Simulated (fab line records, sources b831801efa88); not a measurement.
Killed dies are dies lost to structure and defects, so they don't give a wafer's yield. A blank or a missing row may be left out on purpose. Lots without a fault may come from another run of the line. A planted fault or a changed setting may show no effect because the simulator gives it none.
A struck lot beside a sound one | flow gf180mcu | 14 steps out of a route of 602
Sound: wafers L625.1, L625.3, L625.4. Struck: wafers L640.1, L640.2, L640.3. The cause comes at the end.
At each step with rows: each side's tool, then ch and its chambers, then its first start. Under that, the readings that differ: sound wafers | struck wafers | difference of the means | sigmas: that difference in standard deviations of wafers without a fault.
alike: readings whose means differ by less than 2 such deviations, and words and numbers that are the same on both sides. not compared: withheld readings, readings that some wafer has no value for, bounds like >300 that may hide the same value, and numbers for which the record gives no deviation and whose values overlap.
The two part at a step that has a row with sigmas, a row that says differs or no value, or rows on one side only. Numbers that don't overlap but have no deviation are shown without sigmas and don't part them. A reading that every wafer of one side lacks parts them only if that side has two wafers or more.

GF_V2_CMP_26: polishes, stops on SiO2, t overpolish 15 s, target thk 0 nm.
  sound on cmp-02 ch 0,1,3, day 22 09:19; struck on cmp-02 ch 0,1,2, day 27 05:19
  alike: edge_zone_pressure_frac, motor_current_A, overpolish_run_s, time_to_endpoint_s
GF_M3_SPUTTER_00: material Ti, target thk 37.5 nm, time 150 s.
  sound on pvd_sputter-04, day 22 09:37; struck on pvd_sputter-04, day 27 05:37
  alike: cathode_dc_power_W, throttle_valve_pct
GF_M3_SPUTTER_01: material TiN, target thk 30 nm, time 25 s.
  sound on pvd_sputter-04, day 22 09:43; struck on pvd_sputter-04, day 27 05:43
  alike: cathode_dc_power_W, throttle_valve_pct
GF_M3_SPUTTER_02: material AlCu, target thk 450 nm, time 23.9 s.
  sound on pvd_sputter-04, day 22 09:45; struck on pvd_sputter-04, day 27 05:45
  alike: cathode_dc_power_W, throttle_valve_pct
GF_M3_SPUTTER_03: material Ti, target thk 10 nm, time 6.7 s.
  sound on pvd_sputter-04, day 22 09:47; struck on pvd_sputter-04, day 27 05:47
  alike: cathode_dc_power_W, throttle_valve_pct
then, 1 step without rows for these wafers: GF_M3_SPUTTER_04 (material TiN, target thk 50 nm, time 41.7 s).
GF_M3_RS_MEAS_05: measures by four-point-probe.
  sound on film_metro-04, day 22 09:50; struck on film_metro-02, day 27 05:50
  alike: M3_ALCU_RS
GF_M3_THK_MEAS_06: measures by xrf.
  sound on film_metro-04, day 22 09:58; struck on film_metro-02, day 27 05:58
  alike: M3_ALCU_THK
then, 4 steps without rows for these wafers: GF_M3_DEHYDRATE_07 (time 60 s); GF_M3_HMDS_08 (prime time 60 s); GF_M3_COAT_09 (resist thk 1000 nm); GF_M3_SOFTBAKE_10 (time 60 s).
GF_M3_EXPOSE_11: exposes mask Metal3, target cd 280 nm.
  sound on krf_scanner-01 ch 0, day 22 22:21; struck on krf_scanner-02, day 27 16:13
  no value came back on the struck wafers for exposure_dose_mJ_cm2, focus_offset_nm (nm), na, sigma_outer; on the sound wafers exposure_dose_mJ_cm2 reads 27.982 27.985 27.988
  alike: mask
then, 1 step without rows for these wafers: GF_M3_PEB_12 (peb time 90 s).

WHERE THEY PART
Only at GF_M3_EXPOSE_11, within this record.

WHY: what the simulator had put in
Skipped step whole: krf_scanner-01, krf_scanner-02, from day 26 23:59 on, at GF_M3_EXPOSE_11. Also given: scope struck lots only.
